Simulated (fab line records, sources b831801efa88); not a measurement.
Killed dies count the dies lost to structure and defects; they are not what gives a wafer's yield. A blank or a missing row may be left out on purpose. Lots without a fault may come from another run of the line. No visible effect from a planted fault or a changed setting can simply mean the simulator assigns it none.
Chamber matching	flow sky130	4 sister chambers for SKY_POLY_GATE_ETCH_17 on rie_si-02
The step etches poly-Si in HBr/Cl2, stops on SiO2, target depth 180 nm, time 70.5 s. 16 wafers are shown with their chamber, then 7 later ones without.

WAFERS PAIRED WITH THEIR CHAMBERS
wafer	chamber	drypump_motor_current_A (A)	oes_product_au (a.u.)	HBr_flow_sccm (sccm)
L303.1	0	5.6	0.978	149.2
L303.3	2	6.2	0.999	149.7
L303.4	1	5.3	0.981	149.5
L302.1	2	6.2	0.992	149.5
L302.4	3	5.4	0.978	150.0
L302.6	2	6.2	0.984	150.1
L304.2	2	6.2	0.989	149.5
L304.5	2	6.2	0.986	149.9
L304.6	1	5.3	0.989	149.4
L305.1	3	5.4	0.976	149.9
L305.2	2	6.2	0.989	149.3
L305.6	1	5.3	0.977	150.3
L307.1	3	5.4	0.985	150.4
L307.4	0	5.6	0.995	150.3
L307.6	1	5.2	0.986	150.8
L308.1	2	6.2	0.983	149.7

SIGNATURES (means of the wafers above)
reading	chamber 0	chamber 1	chamber 2	chamber 3	scatter within a chamber
drypump_motor_current_A	5.600	5.275	6.200	5.400	0.025
oes_product_au	0.98650	0.98325	0.98886	0.97967	0.00614
HBr_flow_sccm	149.750	150.000	149.671	150.100	0.458
Rule: for a wafer and a chamber, the distance is found by dividing, reading by reading, the gap between the wafer's reading and the chamber's mean by the reading's scatter, squaring, summing and taking the root. If the next closest chamber is less than 2 further off than the closest, the wafer can't be placed; otherwise it belongs to the closest. The scatter is the square root of a quotient: the sum, over the shown wafers, of each reading's squared deviation from its chamber's mean, divided by wafers minus chambers.

WAFERS WITHOUT THEIR CHAMBER
wafer	drypump_motor_current_A (A)	oes_product_au (a.u.)	HBr_flow_sccm (sccm)
L308.2	5.3	0.992	151.0
L308.4	5.6	0.989	150.2
L311.3	5.6	0.995	150.2
L311.4	5.3	0.998	150.2
L311.5	6.2	0.979	149.9
L319.1	6.2	0.987	149.1
L319.6	6.2	0.991	150.0

EACH ONE'S CHAMBER
wafer	from the rows above	in truth
L308.2	1	1
L308.4	0	0
L311.3	0	0
L311.4	1	1
L311.5	2	2
L319.1	2	2
L319.6	2	2
Correct placement for 7 of the 7. Not placeable from these rows: 0. 0 placed wrongly.
